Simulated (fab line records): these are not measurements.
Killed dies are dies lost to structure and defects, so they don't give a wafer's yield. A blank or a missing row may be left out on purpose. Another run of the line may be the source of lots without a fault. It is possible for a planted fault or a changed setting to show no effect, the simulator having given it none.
2 desks looking at one fault -- flow sky130 -- only its own numbers are on each desk; what lay behind them is given at the end

## FOR THE TOOL OWNER'S DESK: pvd-sputter-03
The tool's own readings at SKY_CAPM_SPUTTER_02 (material TiN, target thk 200 nm, time 166.7 s): means of the sampled wafers that have a number, for each lot that ran on this tool. Marked OUT: a lot whose mean sits more than 4 standard deviations from the usual mean, which makes it out of limits; the brackets give that distance.
Columns: A = throttle-valve-pct at SKY_CAPM_SPUTTER_02, usual 30.0 %
lot,first seen here,A
L600,day 37 04:30,29.1
L602,day 38 02:23,29.5
L612,day 40 19:23,29.2
L614,day 41 19:09,28.9
L615,day 42 04:22,29.0
L616,day 42 07:14,28.7
L619,day 42 15:33,29.2
This desk found nothing out of limits on any of the 7 lots.

## METROLOGY DESK
What the gauges read for every lot (on any tool): the sampled wafers with a number, averaged. Marked OUT: a lot whose mean sits more than 4 standard deviations from the usual mean, which makes it out of limits; the brackets give that distance.
Columns: A = METAL2_ALCU_RS at SKY_METAL2_RS_MEAS_05, usual 0.1264 ohm/sq; B = CAPM_CVD_00_THK at SKY_CAPM_THK_MEAS_01, usual 15.54 nm; C = CAPM_TIN_RS at SKY_CAPM_RS_MEAS_03, usual 6.91 ohm/sq
lot,first seen here,A,B,C
L597,day 33 20:01,0.1262,15.57,6.85
L598,day 34 08:31,0.1286,15.76,6.93
L600,day 34 21:35,0.1248,15.50,6.97
L602,day 35 20:00,0.1265,15.69,6.76
L606,day 36 18:46,0.1268,15.36,6.82
L612,day 38 16:09,0.1269,15.42,6.85
L614,day 39 15:35,0.1270,15.55,6.97
L615,day 40 00:40,0.1265,15.71,6.91
L616,day 40 02:56,0.1259,15.76,6.91
L619,day 40 11:15,0.1267,15.41,6.86
This desk found nothing out of limits on any of the 10 lots.

## ALL TOGETHER
The tool owner's desk saw nothing out of limits.
Nothing out of limits was seen by the metrology desk.

## WHAT WAS PUT IN BY THE SIMULATOR
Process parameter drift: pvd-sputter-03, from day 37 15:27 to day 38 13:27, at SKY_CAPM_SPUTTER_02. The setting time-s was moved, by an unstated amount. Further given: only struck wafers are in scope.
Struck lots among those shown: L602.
